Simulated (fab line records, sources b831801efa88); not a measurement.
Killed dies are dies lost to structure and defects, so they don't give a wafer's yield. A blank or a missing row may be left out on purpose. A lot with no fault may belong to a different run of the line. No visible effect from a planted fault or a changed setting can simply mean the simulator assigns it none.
Which of the tools did it?	flow sky130	Sampling: 12 lots, 36 wafers, 3 of 708 route steps

## WHAT THE GAUGES SHOWED, per wafer
SKY_VT_ADJUST_NCORE_CD_MEAS_07 targets a cd of 380 nm. Usual: cdNm reads 380 nm (standard deviation 3.2).
lot	measured	on	cdNm (nm)	flag
L709	day 8 12:38	cdSem-02	380 375 377	
L710	day 8 14:46	cdSem-02	384 386 381	
L711	day 8 22:18	cdSem-01	376 375 376	
L714	day 9 19:13	cdSem-02	376 378 380	
L715	day 10 03:58	cdSem-01	380 377 380	
L719	day 11 15:58	cdSem-01	371 372 375	
L718	day 11 16:51	cdSem-01	380 381 381	
L726	day 13 12:01	cdSem-01	383 383 385	
L728	day 14 07:16	cdSem-01	381 380 380	
L729	day 14 09:20	cdSem-02	382 383 380	
L730	day 14 16:47	cdSem-02	373 374 373	
L732	day 15 08:59	cdSem-01	378 381 378	

## WHICH TOOL RAN EACH LOT (tool, then ch and the chambers of the sampled wafers, then the start)
lot	SKY_VT_ADJUST_HVTP_STRIP_10	SKY_VT_ADJUST_LVTN_STRIP_09
L709	plasmaAsher-01 ch 0,1, day 6 01:34	plasmaAsher-03 ch 0,1, day 6 20:36
L710	plasmaAsher-04 ch 0,1, day 6 03:49	plasmaAsher-03 ch 0,1, day 6 22:48
L711	plasmaAsher-01 ch 0,1, day 6 10:30	plasmaAsher-04 ch 0,1, day 7 06:08
L714	plasmaAsher-04 ch 0,1, day 7 05:16	plasmaAsher-04 ch 0,1, day 8 01:57
L715	plasmaAsher-01 ch 0,1, day 7 12:37	plasmaAsher-03 ch 0,1, day 8 09:12
L719	plasmaAsher-01 ch 1, day 8 20:40	plasmaAsher-04 ch 0,1, day 9 18:21
L718	plasmaAsher-04 ch 0,1, day 8 20:55	plasmaAsher-02 ch 0,1, day 9 18:54
L726	plasmaAsher-02 ch 0,1, day 10 12:04	plasmaAsher-03 ch 0,1, day 11 12:15
L728	plasmaAsher-02 ch 0,1, day 11 05:04	plasmaAsher-04 ch 0,1, day 12 05:18
L729	plasmaAsher-04 ch 0,1, day 11 07:27	plasmaAsher-04 ch 0,1, day 12 06:59
L730	plasmaAsher-04 ch 0,1, day 11 13:53	plasmaAsher-02 ch 0,1, day 12 13:39
L732	plasmaAsher-02 ch 1, day 12 04:28	plasmaAsher-04 ch 0,1, day 13 04:42
- SKY_VT_ADJUST_HVTP_STRIP_10: strips in O2/N2.
- SKY_VT_ADJUST_LVTN_STRIP_09: strips in O2/N2.

## AS READ BY THE TOOLS THEMSELVES (means over the sampled wafers that have a number; for cases with no such wafer, the mark the record gives instead)
SKY_VT_ADJUST_HVTP_STRIP_10. Usual: drypumpMotorCurrentA 5.4 A, standard deviation 0.41; oesProductAu 0.716 a.u., standard deviation 0.0042; stripTimeToEndpointS 14.19 s, standard deviation 0.039.
lot	tool	drypumpMotorCurrentA (A)	oesProductAu (a.u.)	stripTimeToEndpointS (s)	flag
L709	plasmaAsher-01	5.6	0.716	14.16	
L710	plasmaAsher-04	4.9	0.716	14.17	
L711	plasmaAsher-01	5.6	0.717	14.22	
L714	plasmaAsher-04	4.9	0.719	14.23	
L715	plasmaAsher-01	5.8	0.713	14.22	
L719	plasmaAsher-01	6.0	0.716	14.17	
L718	plasmaAsher-04	5.0	0.715	14.26	
L726	plasmaAsher-02	5.6	0.721	14.15	
L728	plasmaAsher-02	5.5	0.715	14.20	
L729	plasmaAsher-04	4.9	0.713	14.17	
L730	plasmaAsher-04	4.9	0.713	14.20	
L732	plasmaAsher-02	5.7	0.719	14.21	

SKY_VT_ADJUST_LVTN_STRIP_09. Usual: drypumpMotorCurrentA 5.4 A, standard deviation 0.45; oesProductAu 0.722 a.u., standard deviation 0.0043; stripTimeToEndpointS 36.92 s, standard deviation 0.12.
lot	tool	drypumpMotorCurrentA (A)	oesProductAu (a.u.)	stripTimeToEndpointS (s)	flag
L709	plasmaAsher-03	5.7	0.722	37.13	
L710	plasmaAsher-03	5.9	0.722	37.01	
L711	plasmaAsher-04	5.0	0.726	36.83	
L714	plasmaAsher-04	4.9	0.719	36.93	
L715	plasmaAsher-03	5.9	0.724	36.89	
L719	plasmaAsher-04	5.0	0.719	37.18	
L718	plasmaAsher-02	5.6	0.724	36.85	
L726	plasmaAsher-03	5.7	0.724	36.81	
L728	plasmaAsher-04	5.0	0.723	36.84	
L729	plasmaAsher-04	4.9	0.721	37.02	
L730	plasmaAsher-02	5.6	0.720	36.84	
L732	plasmaAsher-04	4.9	0.723	37.04	

## THE ANSWER, worked out from the rows above alone
Rule: take the mean of a lot's wafers that have a number; if it is more than 3 standard deviations from the usual mean, the lot is off. Also off: a lot with no number at a reading for which 4 or more lots have one. The other lots that the step has rows for count as sound. First the gauges in route order, then the tools' own readings, where a lot's mean is used as printed above. The first step at which some lot is off is used, and at that step the reading that is off furthest; a lot without a number counts as furthest.
None of the lots is off at any reading shown; this tells nothing.

## WHAT WAS PUT IN BY THE SIMULATOR
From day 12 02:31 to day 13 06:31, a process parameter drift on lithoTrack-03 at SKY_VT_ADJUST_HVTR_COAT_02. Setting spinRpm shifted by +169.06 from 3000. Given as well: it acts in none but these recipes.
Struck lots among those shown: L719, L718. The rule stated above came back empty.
